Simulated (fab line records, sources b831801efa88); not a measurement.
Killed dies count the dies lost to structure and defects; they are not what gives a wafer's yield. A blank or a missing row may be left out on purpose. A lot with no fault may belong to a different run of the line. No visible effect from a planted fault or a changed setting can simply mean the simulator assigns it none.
2 desks, one fault -- flow sky130 -- each desk has only its own numbers; what lay behind them comes last

## AT THE METROLOGY DESK
Means of the sampled wafers that have a number, per lot and without regard to the tool the lot ran on: this is what the gauges read. The brackets show how far a lot's mean lies from the usual mean; more than 4 standard deviations puts the lot out of limits, marked OUT.
Columns: A = VIA4_BOW at SKY_VIA4_BOW_MEAS_03, usual 81 um
lot,first seen here,A
L719,day 43 05:58,82
L722,day 43 08:41,76
L720,day 43 12:49,84
L724,day 43 19:21,87
L723,day 43 23:28,75
L725,day 44 03:26,82
L726,day 44 10:09,78
L730,day 45 12:13,86
L731,day 45 14:32,75
L734,day 46 15:19,80
L737,day 47 01:55,75
L739,day 47 17:40,83
Finding of this desk: none of the 12 lots has anything out of limits.

## DESK OF THE TOOL OWNER: ilineStepper-02
The tool's own readings at SKY_PASSIVATION_EXPOSE_08 (exposes mask NSM, target cd 3000 nm): means of the sampled wafers that have a number, for each lot that ran on this tool. The brackets show how far a lot's mean lies from the usual mean; more than 4 standard deviations puts the lot out of limits, marked OUT.
Columns: A = exposureDoseMJCm2 at SKY_PASSIVATION_EXPOSE_08, usual 259.97
lot,first seen here,A
L719,day 45 15:31,260.10
L722,day 45 16:33,259.52
L720,day 45 20:29,259.75
L724,day 46 03:47,278.56 (+74) OUT
L723,day 46 08:19,278.33 (+73) OUT
L725,day 46 16:10,278.29 (+73) OUT
L726,day 46 17:26,278.34 (+73) OUT
This desk finds L723, L724, L725, L726 out of limits, L724 being first, at day 46 03:47 (exposureDoseMJCm2 at SKY_PASSIVATION_EXPOSE_08). Within limits: L719, L722, L720.

## PUT TOGETHER
At day 46 03:47, on L723, L724, L725, L726, the tool owner's desk was in a position to raise an alarm.
At the metrology desk, nothing out of limits was observed.
The metrology desk has L723, L724, L725, L726 on record, within its limits.
All the named lots went through SKY_PASSIVATION_EXPOSE_08 on ilineStepper-02.

## WHAT THE SIMULATOR HAD PUT IN
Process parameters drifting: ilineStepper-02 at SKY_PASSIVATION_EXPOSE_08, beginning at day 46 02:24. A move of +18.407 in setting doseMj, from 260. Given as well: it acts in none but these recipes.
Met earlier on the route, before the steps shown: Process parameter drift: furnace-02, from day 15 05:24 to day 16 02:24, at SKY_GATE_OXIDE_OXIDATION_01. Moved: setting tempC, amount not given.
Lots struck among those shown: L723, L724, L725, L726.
How many hours passed from the start of the fault until each desk's first out-of-limits reading: the tool owner's desk, 1.
